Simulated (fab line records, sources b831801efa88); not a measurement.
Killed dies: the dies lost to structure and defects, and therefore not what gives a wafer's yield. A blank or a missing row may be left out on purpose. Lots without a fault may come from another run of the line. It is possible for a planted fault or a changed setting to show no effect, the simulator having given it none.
fab line records -- flow sky130
record: lots: 7, wafers: 21, last_day: 50
route steps=708 shown PWDE@84 VT_ADJUST_HVTP@85 VT_ADJUST_LVTN@97
lots untouched by any fault: they come from a run of this same line in which no faults occurred
start_h: the number of hours between the record's first day and the start of the first shown wafer of the lot -- wait_h: hours since the lot's step before -- " unchanged from the row above -- L1.1+2: one row covering several wafers at once -- - no value, or no start given -- * or withheld: withheld -- < > ~ a bound
route shown NAME@n: a module of which the file shows steps, and the number in the route of the first -- usual: average and standard deviation across the fault-free wafers -- same: alike in all rows -- chamber/n: place in a boat -- sites: readings site by site -- _std_site: standard deviation across them -- _edge_site: inner sites' mean taken away from outer sites' mean -- radius_mm: how far each site lies from the wafer's centre -- mask NAME#n: copy n -- behind: tool/chamber where the wafer was last shaped -- hold: the reason the lot was held/the length of the hold in hours/how it ended -- device: whichever transistor did not switch (one of n, p or np) -- end of line: the tests these same wafers got at the end of their route -- a step with no rows: only its recipe -- killed: the dies lost at the first sort to structure and to defects; this is not the yield of the wafer -- map: the dies of a wafer, with x for killed, . for not killed, _ for no die there
set.NAME: the setting the step ran with; set.NAME@STEP: the setting that earlier step ran with -- model.NAME: the simulator's own value behind a step, which no gauge read
lots at selected steps of the route; one table per step, one row per wafer
services: from which hour (start_h, from the record's first day; less than 0 if before it) a tool's chamber was out of use, for how many hours, and why
== steps ==
step: SKY_NWELL_RS_MEAS_31
recipe: thk_meas_gauge: four-point-probe
usual: PWDE_RS: 5281/17
lot.wafer,tool,chamber,start_h,wait_h,PWDE_RS[ohm/sq]
L516.1,film_metro-01,-,161.31,0.1,5265
L516.4,film_metro-01,-,161.31,0.1,5283
L516.6,film_metro-01,-,161.31,0.1,5266
L517.1,film_metro-03,-,162.95,0.1,5265
L517.3,film_metro-03,-,162.95,0.1,5276
L517.5,film_metro-03,-,162.95,0.1,5256
L518.3,film_metro-03,-,170.43,0.1,5307
L518.5,film_metro-03,-,170.43,0.1,5268
L518.6,film_metro-03,-,170.43,0.1,5266
L520.2,film_metro-01,-,182.71,0.1,5301
L520.3,film_metro-01,-,182.71,0.1,5303
L520.6,film_metro-01,-,182.71,0.1,5280
L522.1,film_metro-03,-,193.76,0.1,5302
L522.4,film_metro-03,-,193.76,0.1,5325
L522.5,film_metro-03,-,193.76,0.1,5319
L523.1,film_metro-02,-,198.21,0.1,5278
L523.2,film_metro-02,-,198.21,0.1,5261
L523.3,film_metro-02,-,198.21,0.1,5246
L528.2,film_metro-02,-,239.67,0.1,5270
L528.3,film_metro-02,-,239.67,0.1,5278
L528.6,film_metro-02,-,239.67,0.1,5269
step: SKY_VT_ADJUST_HVTP_DEHYDRATE_00
recipe: temp_c: 200, time_s: 60
step: SKY_VT_ADJUST_HVTP_HMDS_01
recipe: prime_time_s: 60, prime_temp_c: 120
step: SKY_VT_ADJUST_HVTP_COAT_02
recipe: resist: NOVOLAK, spin_rpm: 3000, resist_thk_nm: 1140
step: SKY_VT_ADJUST_HVTP_SOFTBAKE_03
recipe: temp_c: 90, time_s: 60, resist: NOVOLAK
step: SKY_VT_ADJUST_HVTP_EXPOSE_04
recipe: mask_id: HVTPM, na: 0.6, source_shape: conventional, sigma_outer: 0.6, polarization: unpolarized, target_cd_nm: 380, dose_mj: 140
step: SKY_VT_ADJUST_HVTP_PEB_05
recipe: temp_c: withheld, time_s: *, resist: NOVOLAK
step: SKY_VT_ADJUST_HVTP_DEVELOP_06
recipe: resist: NOVOLAK, developer: TMAH, develop_time_s: 60, dev_temp_c: 23
step: SKY_VT_ADJUST_HVTP_CD_MEAS_07
recipe: target_cd_nm: 380
usual: cd_nm: 379.8/2.2
lot.wafer,tool,chamber,start_h,wait_h,cd_nm
L516.1,cd_sem-02,-,181.55,0.1,382.8
L516.4,cd_sem-02,-,181.55,0.1,380.8
L516.6,cd_sem-02,-,181.55,0.1,381.3
L517.1,cd_sem-02,-,183.17,0.1,379.2
L517.3,cd_sem-02,-,183.17,0.1,379.5
L517.5,cd_sem-02,-,183.17,0.1,376.9
L518.3,cd_sem-01,-,191.16,0.1,379.1
L518.5,cd_sem-01,-,191.16,0.1,378.1
L518.6,cd_sem-01,-,191.16,0.1,377.4
L520.2,cd_sem-02,-,202.74,0.1,382.4
L520.3,cd_sem-02,-,202.74,0.1,384.6
L520.6,cd_sem-02,-,202.74,0.1,382.4
L522.1,cd_sem-01,-,214.57,0.1,379.1
L522.4,cd_sem-01,-,214.57,0.1,377.6
L522.5,cd_sem-01,-,214.57,0.1,379.5
L523.1,cd_sem-02,-,219.09,0.1,378.9
L523.2,cd_sem-02,-,219.09,0.1,380.9
L523.3,cd_sem-02,-,219.09,0.1,380.6
L528.2,cd_sem-02,-,263.14,0.1,377.6
L528.3,cd_sem-02,-,263.14,0.1,380.5
L528.6,cd_sem-02,-,263.14,0.1,380.4
step: SKY_VT_ADJUST_HVTP_OVL_MEAS_08
usual: VT_ADJUST_HVTP_OVL: 1.7/1.6
lot.wafer,tool,chamber,start_h,wait_h,VT_ADJUST_HVTP_OVL[nm]
L516.1,overlay-02,-,181.67,0.1,2.5
L516.4,overlay-02,-,181.67,0.1,3.4
L516.6,overlay-02,-,181.67,0.1,1.4
L517.1,overlay-02,-,183.29,0.1,0.6
L517.3,overlay-02,-,183.29,0.1,-1.6
L517.5,overlay-02,-,183.29,0.1,-0.9
L518.3,overlay-01,-,191.25,0.1,0.9
L518.5,overlay-01,-,191.25,0.1,1.6
L518.6,overlay-01,-,191.25,0.1,1.8
L520.2,overlay-01,-,202.85,0.1,3.5
L520.3,overlay-01,-,202.85,0.1,4.6
L520.6,overlay-01,-,202.85,0.1,2.4
L522.1,overlay-02,-,214.69,0.1,2.2
L522.4,overlay-02,-,214.69,0.1,1.1
L522.5,overlay-02,-,214.69,0.1,3.5
L523.1,overlay-01,-,219.21,0.1,4.1
L523.2,overlay-01,-,219.21,0.1,2.1
L523.3,overlay-01,-,219.21,0.1,3.2
L528.2,overlay-01,-,263.25,0.1,2.0
L528.3,overlay-01,-,263.25,0.1,1.6
L528.6,overlay-01,-,263.25,0.1,1.5
step: SKY_VT_ADJUST_HVTP_IMPLANT_09
recipe: species: As, energy_kev: 150, dose_cm2: 4.3e+12, tilt_deg: withheld
step: SKY_VT_ADJUST_HVTP_STRIP_10
recipe: chemistry: O2/N2, power_w: 1400, pressure_mtorr: 1500, platen_temp_c: withheld, o2_flow_sccm: 3000, n2_flow_sccm: 300, overash_fraction: 0.5
usual: chamber_pressure_mTorr: 1499.8/1.4, drypump_motor_current_A: 5.6/0.44, oes_product_au: 0.716/0.0046, strip_time_to_endpoint_s: 14.21/0.038
lot.wafer,tool,chamber,start_h,wait_h,chamber_pressure_mTorr,drypump_motor_current_A,oes_product_au,rf_hours_counter_h,strip_time_to_endpoint_s,model.NOVOLAK_of_VT_ADJUST_HVTP_COAT_02.thk_nm
L516.1,plasma_asher-03,1,181.86,0.1,-,-,-,-,-,1148
L516.4,plasma_asher-03,0,181.86,0.1,-,-,-,-,-,1147
L516.6,plasma_asher-03,0,181.86,0.1,-,-,-,-,-,1149
L517.1,plasma_asher-03,1,183.48,0.1,-,-,-,-,-,1135
L517.3,plasma_asher-03,1,183.48,0.1,-,-,-,-,-,1139
L517.5,plasma_asher-03,1,183.48,0.1,-,-,-,-,-,1140
L518.3,plasma_asher-01,1,191.46,0.1,-,-,-,-,-,1142
L518.5,plasma_asher-01,1,191.46,0.1,-,-,-,-,-,1140
L518.6,plasma_asher-01,0,191.46,0.1,-,-,-,-,-,1140
L520.2,plasma_asher-03,0,203.03,0.1,1500.5,5.4,0.716,51,14.19,0
L520.3,plasma_asher-03,0,203.03,0.1,1500.9,5.4,0.718,-,14.18,0
L520.6,plasma_asher-03,0,203.03,0.1,1497.5,5.4,0.716,-,14.21,0
L522.1,plasma_asher-03,1,214.88,0.1,1501.0,5.4,0.718,52,14.21,0
L522.4,plasma_asher-03,0,214.88,0.1,1499.4,5.4,0.719,-,14.23,0
L522.5,plasma_asher-03,1,214.88,0.1,1499.3,5.3,0.708,-,14.17,0
L523.1,plasma_asher-01,0,219.40,0.1,1501.5,5.7,0.721,42,14.18,0
L523.2,plasma_asher-01,1,219.40,0.1,1501.5,5.0,0.712,42,14.22,0
L523.3,plasma_asher-01,0,219.40,0.1,1499.5,5.7,0.717,-,14.19,0
L528.2,plasma_asher-02,0,263.43,0.1,1500.4,6.4,0.721,15,14.23,0
L528.3,plasma_asher-02,0,263.43,0.1,1497.8,6.4,0.710,-,14.18,0
L528.6,plasma_asher-02,0,263.43,0.1,1497.7,6.4,0.716,-,14.25,0
step: SKY_VT_ADJUST_HVTP_TW_MEAS_11
usual: VT_ADJUST_HVTP_TW: 1354/16
lot.wafer,tool,chamber,start_h,wait_h,VT_ADJUST_HVTP_TW
L516.1,film_metro-01,-,181.96,0.1,1386
L516.4,film_metro-01,-,181.96,0.1,1382
L516.6,film_metro-01,-,181.96,0.1,1383
L517.1,film_metro-04,-,183.58,0.1,1346
L517.3,film_metro-04,-,183.58,0.1,1356
L517.5,film_metro-04,-,183.58,0.1,1346
L518.3,film_metro-04,-,191.55,0.1,1355
L518.5,film_metro-04,-,191.55,0.1,1352
L518.6,film_metro-04,-,191.55,0.1,1357
L520.2,film_metro-02,-,203.14,0.1,1352
L520.3,film_metro-02,-,203.14,0.1,1355
L520.6,film_metro-02,-,203.14,0.1,1345
L522.1,film_metro-02,-,214.98,0.1,1355
L522.4,film_metro-02,-,214.98,0.1,1348
L522.5,film_metro-02,-,214.98,0.1,1349
L523.1,film_metro-04,-,219.50,0.1,1340
L523.2,film_metro-04,-,219.50,0.1,1340
L523.3,film_metro-04,-,219.50,0.1,1344
L528.2,film_metro-04,-,263.54,0.1,1346
L528.3,film_metro-04,-,263.54,0.1,1349
L528.6,film_metro-04,-,263.54,0.1,1349
step: SKY_VT_ADJUST_LVTN_DEHYDRATE_00
recipe: temp_c: 200, time_s: 60
step: SKY_VT_ADJUST_LVTN_HMDS_01
recipe: prime_time_s: 60, prime_temp_c: 120
step: SKY_VT_ADJUST_LVTN_COAT_02
recipe: spin_rpm: 2000, resist_thk_nm: 3000
step: SKY_VT_ADJUST_LVTN_SOFTBAKE_03
recipe: temp_c: 110, time_s: withheld
step: SKY_VT_ADJUST_LVTN_EXPOSE_04
recipe: mask_id: NWM_COMPLEMENT_LESS_NATIVE, na: 0.6, source_shape: conventional, sigma_outer: 0.6, polarization: unpolarized, target_cd_nm: 840, dose_mj: 194
step: SKY_VT_ADJUST_LVTN_PEB_05
recipe: temp_c: 115, time_s: withheld
step: SKY_VT_ADJUST_LVTN_DEVELOP_06
recipe: wall_angle_deg: 90, developer: TMAH, develop_time_s: 60, dev_temp_c: 23
step: SKY_VT_ADJUST_LVTN_OVL_MEAS_07
usual: VT_ADJUST_LVTN_OVL: -0.5/1.3
lot.wafer,tool,chamber,start_h,wait_h,VT_ADJUST_LVTN_OVL[nm]
L516.1,overlay-01,-,202.21,-,-2.7
L516.4,overlay-01,-,202.21,-,-1.7
L516.6,overlay-01,-,202.21,-,-1.0
L517.1,overlay-01,-,203.59,-,-1.0
L517.3,overlay-01,-,203.59,-,-1.2
L517.5,overlay-01,-,203.59,-,-2.8
L518.3,overlay-02,-,212.10,-,-1.0
L518.5,overlay-02,-,212.10,-,0.2
L518.6,overlay-02,-,212.10,-,-0.8
L520.2,overlay-02,-,224.41,-,-1.3
L520.3,overlay-02,-,224.41,-,-0.7
L520.6,overlay-02,-,224.41,-,0.2
L522.1,overlay-01,-,236.91,-,-0.4
L522.4,overlay-01,-,236.91,-,0.7
L522.5,overlay-01,-,236.91,-,0.7
L523.1,overlay-02,-,240.95,-,0.6
L523.2,overlay-02,-,240.95,-,-0.1
L523.3,overlay-02,-,240.95,-,1.2
L528.2,overlay-01,-,288.40,-,-0.7
L528.3,overlay-01,-,288.40,-,-1.1
L528.6,overlay-01,-,288.40,-,-0.9
step: SKY_VT_ADJUST_LVTN_IMPLANT_08
recipe: species: B, energy_kev: 30, dose_cm2: 1.57e+12, tilt_deg: withheld
step: SKY_VT_ADJUST_LVTN_STRIP_09
recipe: chemistry: O2/N2, power_w: 1400, pressure_mtorr: 1500, platen_temp_c: withheld, o2_flow_sccm: 3000, n2_flow_sccm: 300, overash_fraction: 0.5
usual: chamber_pressure_mTorr: 1500.0/1.3, drypump_motor_current_A: 5.4/0.51, oes_product_au: 0.723/0.0045, strip_time_to_endpoint_s: 36.90/0.11
lot.wafer,tool,chamber,start_h,wait_h,chamber_pressure_mTorr,drypump_motor_current_A,oes_product_au,rf_hours_counter_h,strip_time_to_endpoint_s
L516.1,plasma_asher-04,1,202.40,0.1,1499.6,5.8,0.725,50,53.97
L516.4,plasma_asher-04,1,202.40,0.1,1498.8,5.8,0.730,-,53.90
L516.6,plasma_asher-04,1,202.40,0.1,1499.9,5.8,0.724,-,53.96
L517.1,plasma_asher-02,0,203.78,0.1,1499.6,6.4,0.723,9,53.64
L517.3,plasma_asher-02,1,203.78,0.1,1500.3,6.0,0.733,-,53.58
L517.5,plasma_asher-02,0,203.78,0.1,1500.9,6.4,0.726,-,53.67
L518.3,plasma_asher-01,1,212.46,0.2,1499.4,5.0,0.730,-,53.87
L518.5,plasma_asher-01,1,212.46,0.2,1499.2,5.0,0.728,-,53.79
L518.6,plasma_asher-01,0,212.46,0.2,1500.3,5.7,0.731,-,53.85
L520.2,plasma_asher-01,1,224.59,0.1,1501.8,5.0,0.724,42,36.96
L520.3,plasma_asher-01,0,224.59,0.1,1500.8,5.7,0.731,-,36.96
L520.6,plasma_asher-01,0,224.59,0.1,1498.8,5.7,0.723,-,36.98
L522.1,plasma_asher-02,0,237.10,0.1,1501.7,6.4,0.719,12,36.97
L522.4,plasma_asher-02,1,237.10,0.1,1500.5,6.0,0.719,-,36.97
L522.5,plasma_asher-02,0,237.10,0.1,1502.9,6.4,0.715,-,36.97
L523.1,plasma_asher-02,1,241.14,0.1,1499.8,6.0,0.717,12,36.98
L523.2,plasma_asher-02,0,241.14,0.1,1499.5,6.4,0.725,12,37.07
L523.3,plasma_asher-02,1,241.14,0.1,1499.2,6.0,0.717,-,36.99
L528.2,plasma_asher-01,1,288.58,0.1,1500.6,5.0,0.726,49,36.92
L528.3,plasma_asher-01,0,288.58,0.1,1497.6,5.7,0.731,-,36.87
L528.6,plasma_asher-01,0,288.58,0.1,1500.8,5.7,0.716,-,36.95
step: SKY_VT_ADJUST_LVTN_TW_MEAS_10
usual: VT_ADJUST_LVTN_TW: 240.2/1.4
lot.wafer,tool,chamber,start_h,wait_h,VT_ADJUST_LVTN_TW
L516.1,film_metro-02,-,202.50,0.1,29.8
L516.4,film_metro-02,-,202.50,0.1,29.9
L516.6,film_metro-02,-,202.50,0.1,29.9
L517.1,film_metro-04,-,203.88,0.1,29.6
L517.3,film_metro-04,-,203.88,0.1,29.6
L517.5,film_metro-04,-,203.88,0.1,29.8
L518.3,film_metro-04,-,212.55,0.1,29.8
L518.5,film_metro-04,-,212.55,0.1,29.8
L518.6,film_metro-04,-,212.55,0.1,29.8
L520.2,film_metro-02,-,224.70,0.1,241.0
L520.3,film_metro-02,-,224.70,0.1,240.6
L520.6,film_metro-02,-,224.70,0.1,241.4
L522.1,film_metro-02,-,237.20,0.1,238.2
L522.4,film_metro-02,-,237.20,0.1,239.9
L522.5,film_metro-02,-,237.20,0.1,239.1
L523.1,film_metro-03,-,241.24,0.1,241.1
L523.2,film_metro-03,-,241.24,0.1,241.4
L523.3,film_metro-03,-,241.24,0.1,242.9
L528.2,film_metro-02,-,288.70,0.1,238.2
L528.3,film_metro-02,-,288.70,0.1,239.2
L528.6,film_metro-02,-,288.70,0.1,237.6
step: SKY_VT_ADJUST_LVTN_DEHYDRATE_11
recipe: temp_c: 200, time_s: 60
== services ==
tool,chamber,start_h,hours,kind
plasma_asher-03,-,247.09,4.0,repair
plasma_asher-03,-,254.26,42.4,pm
== key ==
first_sign: step: SKY_VT_ADJUST_HVTP_STRIP_10, reading: tool_record, direction: missing
effect: step: SKY_VT_ADJUST_LVTN_STRIP_09, reading: strip_time_to_endpoint_s, direction: up, sigmas: 99+, usual: *, struck: *
effect: step: SKY_VT_ADJUST_LVTN_TW_MEAS_10, reading: VT_ADJUST_LVTN_TW, direction: down, sigmas: 99+, usual: 240.2, struck: 29.8
model_effect: step: SKY_VT_ADJUST_HVTP_STRIP_10, value: NOVOLAK_of_VT_ADJUST_HVTP_COAT_02.thk_nm, without: 0, struck: 1142
met_at SKY_VT_ADJUST_HVTP_STRIP_10
struck_wafers L516.1,L516.4,L516.6,L517.1,L517.3,L517.5,L518.3,L518.5,L518.6
sort_left_out L516.1,L516.4,L516.6,L517.1,L517.3,L517.5,L518.3,L518.5,L518.6
tester_left_out L516,L517,L518
fault: kind: skipped_step_whole, tool: plasma_asher-01,plasma_asher-03, chamber: -, onset_h: 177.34, steps: SKY_VT_ADJUST_HVTP_STRIP_10, scope: struck_lots_only
tester_left_out: of these lots the tester's yield and bins aren't shown, on N5 and GAA mostly nor the transistor test; their killed dies are dies lost to structure and defects alone, not to doping, threshold or leakage, so they don't give the yield
sort_left_out: the simulated sort isn't trusted on such a fault, so these wafers' sort isn't shown, and their yield isn't known
